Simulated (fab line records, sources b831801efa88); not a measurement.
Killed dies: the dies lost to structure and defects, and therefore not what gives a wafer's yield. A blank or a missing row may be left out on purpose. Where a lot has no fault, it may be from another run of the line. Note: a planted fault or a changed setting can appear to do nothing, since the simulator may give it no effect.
A struck lot beside a sound one :: flow sky130 :: 14 steps out of a route of 708
Sound: wafers L782.2, L782.5, L782.6. The struck wafers were L788.2, L788.3, L788.5. At the end, the cause is stated.
Each step with rows lists, per side, the tool, then ch with its chambers, then its first start. Under that, the readings that differ: sound wafers :: struck wafers :: difference of the means :: sigmas: that difference in standard deviations of wafers without a fault.
alike: readings with means less than 2 such deviations apart, plus words and numbers identical on both sides. not compared: withheld readings, readings lacking a value on some wafer, bounds such as >300 that could conceal the same value, and numbers that have no deviation in the record and whose values overlap.
A row with sigmas, a row that says differs or no value, or rows on one side alone: a step with any of these is where the two part. When numbers do not overlap yet have no deviation, they are printed without sigmas and do not part them. A reading missing from all wafers of one side parts the sides only when that side holds two or more wafers.

first, 4 steps without rows for these wafers: SKY_LDD_HVP_SOFTBAKE_03 (time 60 s); SKY_LDD_HVP_EXPOSE_04 (exposes mask HVPTM, target cd 700 nm); SKY_LDD_HVP_PEB_05; SKY_LDD_HVP_DEVELOP_06 (develop time 60 s).
SKY_LDD_HVP_OVL_MEAS_07:
  sound on overlay-01, day 22 20:29; struck on overlay-02, day 25 17:31
  alike: LDD_HVP_OVL
next, for these wafers, 1 step has no rows: SKY_LDD_HVP_IMPLANT_08.
SKY_LDD_HVP_STRIP_09: strips in O2/N2.
  sound on plasmaAsher-01 ch 0,1, day 22 20:40; struck on plasmaAsher-02 ch 1, day 25 17:41
  alike: drypumpMotorCurrentA, oesProductAu, stripTimeToEndpointS
  not compared: rfHoursCounterH
SKY_LDD_HVP_TW_MEAS_10:
  sound on filmMetro-02, day 22 20:47; struck on filmMetro-02, day 25 17:48
  alike: LDD_HVP_TW
then, 4 steps without rows for these wafers: SKY_LDD_LDN_DEHYDRATE_00 (time 60 s); SKY_LDD_LDN_HMDS_01 (prime time 60 s); SKY_LDD_LDN_COAT_02 (resist thk 1140 nm); SKY_LDD_LDN_SOFTBAKE_03 (time 60 s).
SKY_LDD_LDN_EXPOSE_04: exposes mask LDNTM, target cd 700 nm.
  sound on ilineStepper-02 ch 0, day 23 12:22; struck on ilineStepper-01 ch 0, day 26 08:31
reading: mask
sound: LDNTM#0 LDNTM#0 LDNTM#0
struck: LDNTM_R1#0 LDNTM_R1#0 LDNTM_R1#0
difference: differs
sigmas: 
next, for these wafers, 1 step has no rows: SKY_LDD_LDN_PEB_05.

== WHERE THEY PART ==
Only at SKY_LDD_LDN_EXPOSE_04, within this record.

WHY: whatever the simulator had introduced
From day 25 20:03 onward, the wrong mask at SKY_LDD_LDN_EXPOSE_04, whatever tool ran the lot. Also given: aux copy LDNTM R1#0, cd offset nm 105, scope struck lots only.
